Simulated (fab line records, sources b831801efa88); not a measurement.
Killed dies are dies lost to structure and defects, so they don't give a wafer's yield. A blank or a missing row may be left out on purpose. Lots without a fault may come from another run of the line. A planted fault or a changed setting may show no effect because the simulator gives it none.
Which tool did it? | flow gf180mcu | 6 lots, 17 wafers sampled, at 3 steps of a route of 602

WHAT THE GAUGES READ, wafer by wafer
GF_HV_LDD_TW_MEAS_38.
lot  | measured     | on            | HV_LDD_3_TW
L917 | day 11 22:55 | film_metro-03 | 1426 1428 1428
L920 | day 12 22:13 | film_metro-02 | 1448 1445 1450
L922 | day 13 13:55 | film_metro-03 | 1376 1381 1381
L924 | day 14 03:17 | film_metro-02 | 1406 1413 1409
L933 | day 17 02:14 | film_metro-03 | 1430 1429 1435
L938 | day 18 19:11 | film_metro-02 | 1441 1447

WHICH TOOL RAN EACH LOT (tool, then ch and the chambers of the sampled wafers, then the start)
lot  | GF_NWELL_STRIP_10                   | GF_HV_LDD_IMPLANT_35
L917 | plasma_asher-04 ch 0,1, day 3 13:47 | implanter-02 ch 0, day 11 22:32
L920 | plasma_asher-02 ch 0,1, day 4 06:42 | implanter-03 ch 0, day 12 21:49
L922 | plasma_asher-02 ch 0,1, day 4 18:09 | implanter-03 ch 0, day 13 13:31
L924 | plasma_asher-04 ch 0,1, day 5 02:22 | implanter-03 ch 0, day 14 02:55
L933 | plasma_asher-04 ch 0,1, day 7 04:21 | implanter-02 ch 0, day 17 01:50
L938 | plasma_asher-03 ch 0,1, day 8 06:15 | implanter-02 ch 0, day 18 18:50
- GF_NWELL_STRIP_10: strips in O2/N2.
- GF_HV_LDD_IMPLANT_35

THE ANSWER, worked out from the rows above alone
Rule: what is usual is taken from the lots themselves. Put in order of their means at a reading, lots are off if they are a third of the lots or fewer, leave a main group of 4 or more, and stand apart from it by a gap of 3 or more times the standard deviation of the main group's means; of several such gaps the widest counts. A main group whose means are all the same, to the digits that the tables above print for the reading, isn't used. A lot without any number at a reading at which 4 lots or more have one is off too. The other lots that the step has rows for count as sound.
No lot is off at any reading shown: from this, nothing can be told.

WHAT THE SIMULATOR HAD PUT IN
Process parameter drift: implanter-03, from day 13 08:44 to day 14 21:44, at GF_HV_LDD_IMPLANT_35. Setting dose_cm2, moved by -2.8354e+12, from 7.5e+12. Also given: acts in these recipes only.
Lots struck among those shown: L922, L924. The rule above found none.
